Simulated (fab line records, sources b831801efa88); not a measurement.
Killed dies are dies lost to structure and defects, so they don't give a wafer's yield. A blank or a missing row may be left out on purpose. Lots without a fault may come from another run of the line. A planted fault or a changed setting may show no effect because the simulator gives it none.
Split-lot experiment | flow sfq_line | 5 lots, 27 wafers read, on a route of 325 steps

THE SPLIT
At SFQ_TRILAYER_M1_DEP_SPUTTER_037 (material Nb, target thk 200 nm, time 133.3 s), the setting time_s was moved away from the recipe's 133.3 s on 9 of the 27 wafers read, by -30.2% to +48.2%. The other wafers ran this setting at the recipe's value.

FROM THE SPLIT TO THE READING: what the file shows between them, 2 steps
- SFQ_M1_RS_MEAS_909: measures by four-point-probe
- SFQ_TRILAYER_M1_BARC_OPEN_METAL_ETCH_054: etches BARC in O2, target depth 125 nm, time 41.7 s (also split here: time_s)

THE READING
oes_product_au, in a.u., at SFQ_TRILAYER_M1_ETCH_METAL_ETCH_042 (etches Nb in Cl2/Ar, stops on SiO2, target depth 240 nm, time 120 s). Fault-free wafers of this fab line usually give 0.896 a.u., standard deviation 0.0051 a.u..

wafer  | tool, chamber at the split | time_s as run, s | against the recipe | oes_product_au, a.u. | against lot-mates on the recipe
L077.1 | pvd_sputter-06, -          | 133.3            | recipe             | 0.899                | -
L077.2 | pvd_sputter-06, -          | 133.3            | recipe             | 0.896                | -
L077.3 | pvd_sputter-06, -          | 133.3            | recipe             | 0.902                | -
L078.1 | pvd_sputter-04, -          | 133.3            | recipe             | 0.897                | -
L078.2 | pvd_sputter-04, -          | 133.3            | recipe             | 0.890                | -
L078.3 | pvd_sputter-04, -          | 133.3            | recipe             | 0.893                | -
L078.4 | pvd_sputter-04, -          | 133.3            | recipe             | 0.893                | -
L078.5 | pvd_sputter-04, -          | 133.3            | recipe             | 0.887                | -
L078.6 | pvd_sputter-04, -          | 133.3            | recipe             | 0.905                | -
L079.1 | pvd_sputter-06, -          | 197.6            | +48.2%             | 1.004                | +0.109
L079.2 | pvd_sputter-06, -          | 133.3            | recipe             | 0.889                | -
L079.3 | pvd_sputter-06, -          | 197.6            | +48.2%             | 1.000                | +0.105
L079.4 | pvd_sputter-06, -          | 197.6            | +48.2%             | 1.017                | +0.122
L079.5 | pvd_sputter-06, -          | 133.3            | recipe             | 0.894                | -
L079.6 | pvd_sputter-06, -          | 133.3            | recipe             | 0.902                | -
L081.1 | pvd_sputter-05, -          | 158.4            | +18.8%             | 0.988                | +0.086
L081.2 | pvd_sputter-05, -          | 133.3            | recipe             | 0.905                | -
L081.3 | pvd_sputter-05, -          | 158.4            | +18.8%             | 0.991                | +0.089
L081.4 | pvd_sputter-05, -          | 133.3            | recipe             | 0.900                | -
L081.5 | pvd_sputter-05, -          | 158.4            | +18.8%             | 0.990                | +0.088
L081.6 | pvd_sputter-05, -          | 133.3            | recipe             | 0.900                | -
L082.1 | pvd_sputter-06, -          | 133.3            | recipe             | 0.893                | -
L082.2 | pvd_sputter-06, -          | 133.3            | recipe             | 0.895                | -
L082.3 | pvd_sputter-06, -          | 92.99            | -30.2%             | 0.746                | -0.149
L082.4 | pvd_sputter-06, -          | 92.99            | -30.2%             | 0.738                | -0.157
L082.5 | pvd_sputter-06, -          | 133.3            | recipe             | 0.897                | -
L082.6 | pvd_sputter-06, -          | 92.99            | -30.2%             | 0.745                | -0.150

THE FIT
A straight line over all 27 wafers: oes_product_au changes by +0.00334 a.u. for each +1% of time_s; r = +0.93; the points scatter about the line by 0.027 a.u..
The same after taking each lot's own level away (the mean of its wafers on the recipe; 27 wafers): +0.00333 a.u. for each +1%; r = +0.94; scatter 0.025 a.u..
On that fit, the largest move of time_s shifts the reading by 0.16 a.u..
The lots' own levels span 0.8942 to 0.9017 a.u., that is 1.5 times the standard deviation above.
So the lot-to-lot level changes the slope little: the two slopes agree.
Check: with one of the wafers moved furthest among these (+48.2%) left out of the fit, the line predicts +0.165 a.u. for it against its lot-mates. It came out at +0.109 a.u. against them.

OTHER SPLITS ON THESE WAFERS
These wafers also went through other splits before the reading. Each is held against what the fit with the lots' levels taken away leaves over:
other split on the same wafers                  | wafers away from the commonest value | r with oes_product_au (lot level and that fit taken away)
SFQ_TRILAYER_INCOMING_OXIDATION_002 ox_time_s   | 6                                    | +0.35
SFQ_TRILAYER_M1_BARC_OPEN_METAL_ETCH_054 time_s | 12                                   | +0.18

THE WHOLE CHAIN: every reading that the file lists as answering this split, in the file's order
step                                | what it does                                                        | reading                                                                                   | change (the file's fit)                   | r (the file's)
SFQ_TRILAYER_M1_DEP_SPUTTER_037     | material Nb, target thk 200 nm, time 133.3 s                        | Nb_of_TRILAYER_M1_DEP_SPUTTER_037.thk_nm (the simulator's own value, which no gauge read) | +1.99 nm for each +1% of the setting      | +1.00
SFQ_M1_RS_MEAS_909                  | measures by four-point-probe                                        | M1_NB_RS                                                                                  | -0.00785 for each +1% of the setting      | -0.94
SFQ_TRILAYER_M1_ETCH_METAL_ETCH_042 | etches Nb in Cl2/Ar, stops on SiO2, target depth 240 nm, time 120 s | oes_product_au                                                                            | +0.00324 a.u. for each +1% of the setting | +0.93

THE FILE'S OWN FIT
oes_product_au changes by +0.00324 a.u. for each +1% of time_s, r = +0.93.
